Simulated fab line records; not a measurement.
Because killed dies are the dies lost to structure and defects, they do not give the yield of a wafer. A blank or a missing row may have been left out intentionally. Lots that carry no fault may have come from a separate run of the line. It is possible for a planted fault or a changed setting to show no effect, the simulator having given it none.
Which tool was responsible?    flow gf180mcu    Sampling: 12 lots, 36 wafers, 2 of 602 route steps

== WHAT THE GAUGES SHOWED, per wafer ==
GF_V4_THK_MEAS_01.
lot   measured      on            V4_CVD_00_THK (nm)
L075  day 23 20:20  filmMetro-02  584 599 591
L077  day 24 20:09  filmMetro-02  607 591 602
L079  day 25 07:05  filmMetro-04  604 597 616
L081  day 26 00:58  filmMetro-03  609 590 594
L083  day 26 19:29  filmMetro-04  605 595 601
L085  day 27 12:31  filmMetro-03  599 601 599
L087  day 28 00:44  filmMetro-03  611 613 598
L089  day 28 12:38  filmMetro-04  603 605 597
L091  day 29 01:47  filmMetro-03  590 617 592
L093  day 29 17:19  filmMetro-03  597 603 604
L095  day 30 09:59  filmMetro-04  594 608 593
L097  day 30 15:16  filmMetro-04  605 608 613

== WHAT TOOL EACH LOT RAN ON (gives the tool, then ch and the chambers of the sampled wafers, and finally the start) ==
lot   GF_M4_METAL_ETCH_16
L075  rieMetal-01 ch 0,1, day 23 19:35
L077  rieMetal-03 ch 0,1, day 24 19:25
L079  rieMetal-01 ch 0,1, day 25 06:20
L081  rieMetal-01 ch 0,1, day 26 00:11
L083  rieMetal-01 ch 0,1, day 26 18:42
L085  rieMetal-03 ch 0,1, day 27 11:41
L087  rieMetal-03 ch 0,1, day 28 00:00
L089  rieMetal-02 ch 0,1, day 28 11:54
L091  rieMetal-03 ch 0,1, day 29 01:02
L093  rieMetal-03 ch 0,1, day 29 16:34
L095  rieMetal-03 ch 0,1, day 30 09:14
L097  rieMetal-02 ch 1, day 30 14:15
- GF_M4_METAL_ETCH_16: etches the open film in Cl2/BCl3, stops on SiO2, target depth 750.8 nm, time 125.1 s.

== THE ANSWER, worked out from the rows above alone ==
Rule: what is usual is taken from the lots themselves. The widest of any qualifying gaps counts: lots, ordered by their means at a reading, are off when they make up no more than a third of the lots, leave a main group of 4 or more, and stand apart from it by 3 or more times the standard deviation of that group's means. Not used: any main group whose means are identical at the precision the tables above print for the reading. Also off: a lot with no number at a reading for which 4 or more lots have one. The other lots that the step has rows for count as sound.
Across all readings shown, no lot is off: no conclusion can be drawn from this.

== WHAT THE SIMULATOR HAD INSERTED ==
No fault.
